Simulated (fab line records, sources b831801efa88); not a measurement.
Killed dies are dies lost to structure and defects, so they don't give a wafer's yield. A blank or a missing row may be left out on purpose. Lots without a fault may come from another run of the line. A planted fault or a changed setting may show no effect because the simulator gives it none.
Which tool did it? | flow gf180mcu | 6 lots, 18 wafers sampled, at 2 steps of a route of 602

WHAT THE GAUGES READ, wafer by wafer
GF_DUAL_GATE_THK_MEAS_03.
lot  | measured     | on            | DUAL_GATE_OXIDATION_00_THK (nm)
L955 | day 7 20:54  | film_metro-02 | 10.81 11.08 10.82
L959 | day 9 00:21  | film_metro-02 | 10.03 9.95 10.12
L961 | day 10 00:32 | film_metro-01 | 10.78 10.79 10.80
L972 | day 12 15:38 | film_metro-01 | 10.78 10.73 10.58
L974 | day 13 12:33 | film_metro-02 | 11.27 11.34 10.94
L976 | day 13 20:13 | film_metro-01 | 11.00 10.92 10.97

WHICH TOOL RAN EACH LOT (tool, then ch and the chambers of the sampled wafers, then the start)
lot  | GF_DUAL_GATE_OXIDATION_02
L955 | furnace-02 ch 0, day 7 19:27
L959 | furnace-02 ch 0, day 8 22:54
L961 | furnace-01 ch 0, day 9 23:05
L972 | furnace-02 ch 0, day 12 14:11
L974 | furnace-02 ch 0, day 13 11:05
L976 | furnace-01 ch 0, day 13 18:45
- GF_DUAL_GATE_OXIDATION_02: stabilise 600 s, purge 300 s, target thk 10.887 nm.

THE ANSWER, worked out from the rows above alone
Rule: what is usual is taken from the lots themselves. Put in order of their means at a reading, lots are off if they are a third of the lots or fewer, leave a main group of 4 or more, and stand apart from it by a gap of 3 or more times the standard deviation of the main group's means; of several such gaps the widest counts. A main group whose means are all the same, to the digits that the tables above print for the reading, isn't used. A lot without any number at a reading at which 4 lots or more have one is off too. The other lots that the step has rows for count as sound.
Off: L959, at GF_DUAL_GATE_THK_MEAS_03 (DUAL_GATE_OXIDATION_00_THK). The main group: mean 10.91 nm, standard deviation 0.17.
A tool fits if, at a process step before that reading, it ran every lot that is off, and no sound lot after the first of them. The gauges at GF_DUAL_GATE_THK_MEAS_03 are tried like those tools. None of those tried fits.

WHAT THE SIMULATOR HAD PUT IN
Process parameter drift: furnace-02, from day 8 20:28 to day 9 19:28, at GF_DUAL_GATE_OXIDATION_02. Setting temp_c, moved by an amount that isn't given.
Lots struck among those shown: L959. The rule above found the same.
